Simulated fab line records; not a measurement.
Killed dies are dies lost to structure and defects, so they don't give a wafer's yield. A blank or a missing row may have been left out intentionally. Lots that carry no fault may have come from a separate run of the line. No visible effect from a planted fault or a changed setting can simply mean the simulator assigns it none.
The tool behind it: which one? ; flow sky130 ; 6 lots, 18 wafers sampled, at 3 steps of a route of 708

WHAT EACH GAUGE READ, for each wafer
SKY_SONOS_ONO_THK_MEAS_05.
lot;measured;on;SONOS_ONO_CVD_04_THK (nm)
L355;day 12 17:13;film metro-04;5.85 5.90 5.93
L353;day 12 18:29;film metro-01;5.86 5.83 5.88
L360;day 14 06:24;film metro-04;7.11 6.77 6.16
L368;day 17 04:12;film metro-02;5.68 5.80 5.65
L371;day 18 00:07;film metro-02;5.56 5.73 5.59
L373;day 18 17:14;film metro-04;5.70 5.76 5.89

WHICH TOOL RAN EACH LOT (tool, then ch and the chambers of the sampled wafers, then the start)
lot;SKY_VT_ADJUST_LVTN_STRIP_20;SKY_SONOS_ONO_CVD_04
L355;plasma asher-01 ch 0,1, day 8 16:32;lpcvd-03 ch 1, day 12 15:58
L353;plasma asher-04 ch 0,1, day 8 17:59;lpcvd-03 ch 0, day 12 17:13
L360;plasma asher-03 ch 0,1, day 10 00:17;lpcvd-03 ch 0, day 14 05:09
L368;plasma asher-04 ch 0,1, day 12 12:02;lpcvd-03 ch 1, day 17 02:57
L371;plasma asher-01 ch 0,1, day 13 05:26;lpcvd-03 ch 1, day 17 22:52
L373;plasma asher-03 ch 0,1, day 13 15:41;lpcvd-03 ch 1, day 18 15:59
- SKY_VT_ADJUST_LVTN_STRIP_20: strips in O2/N2.
- SKY_SONOS_ONO_CVD_04: deposits SiO2 from SiH4/N2O, target thk 5.7199 nm.

THE ANSWER, worked out from the rows above alone
Rule: usual is defined by the lots themselves. Put in order of their means at a reading, lots are off if they are a third of the lots or fewer, leave a main group of 4 or more, and stand apart from it by a gap of 3 or more times the standard deviation of the main group's means; of several such gaps the widest counts. A main group is skipped when, at the precision printed for the reading in the tables above, its means are all equal. Also off: a lot with no number at a reading for which 4 or more lots have one. All remaining lots with rows at the step are treated as sound.
Off: L360, at SKY_SONOS_ONO_THK_MEAS_05 (SONOS_ONO_CVD_04_THK). The main group: mean 5.77 nm, standard deviation 0.097.
If a tool, at a process step before that reading, ran all the lots that are off and no sound lot after the first of them, it fits. The gauges at SKY_SONOS_ONO_THK_MEAS_05 are tried like those tools. None of those tried fits.

WHAT WAS PUT IN BY THE SIMULATOR
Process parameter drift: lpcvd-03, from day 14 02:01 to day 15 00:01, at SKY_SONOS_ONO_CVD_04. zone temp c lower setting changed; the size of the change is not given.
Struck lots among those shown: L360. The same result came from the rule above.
